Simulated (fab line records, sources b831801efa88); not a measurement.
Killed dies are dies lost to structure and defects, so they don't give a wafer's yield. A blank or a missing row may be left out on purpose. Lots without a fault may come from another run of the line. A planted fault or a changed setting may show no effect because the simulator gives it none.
Chamber matching | flow gf180mcu | GF_V5_CMP_04 on cmp-02: 4 sister chambers
The step polishes SiO2. 8 wafers are shown with their chamber, then 7 later ones without.

WAFERS WITH THEIR CHAMBER
wafer  | chamber | motor_current_A (A) | edge_zone_pressure_frac
L481.5 | 2       | 11.9                | 0.999
L482.5 | 1       | 12.8                | 0.996
L482.6 | 0       | 11.4                | 0.999
L483.2 | 2       | 12.3                | 0.994
L483.3 | 3       | 12.9                | 0.999
L483.4 | 0       | 11.0                | 1.003
L484.2 | 3       | 12.8                | 1.006
L484.4 | 1       | 12.5                | 0.999

WAFERS WITHOUT THEIR CHAMBER
wafer  | motor_current_A (A) | edge_zone_pressure_frac
L484.5 | 11.6                | 1.004
L486.1 | 11.2                | 1.004
L486.5 | 12.7                | 0.988
L486.6 | 10.8                | 0.997
L500.2 | 11.8                | 0.994
L500.3 | 13.3                | 0.999
L500.5 | 12.0                | 0.987

WHICH CHAMBER EACH WENT THROUGH
wafer  | from the rows above          | in truth
L484.5 | can't be placed: 0 or 2      | 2
L486.1 | 0                            | 0
L486.5 | can't be placed: 1 or 2 or 3 | 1
L486.6 | 0                            | 0
L500.2 | can't be placed: 2 or 0      | 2
L500.3 | can't be placed: 3 or 1      | 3
L500.5 | can't be placed: 2 or 1      | 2
Placed correctly: 2 of 7. Can't be placed from these rows: 5 (the true chamber is among the candidates in 5). Placed wrongly: 0.
How it was worked out, from the rows above alone: a wafer's distance from a chamber is the root of the sum, over the readings, of the square of ((its reading less the chamber's mean) divided by the reading's scatter). The wafer belongs to the nearest chamber; if the next one is less than 2 further off, it can't be placed. A chamber's mean is the mean of its shown wafers. The scatter: the root of (the sum of the squares of (reading less its chamber's mean) over the shown wafers, divided by (wafers less chambers)).
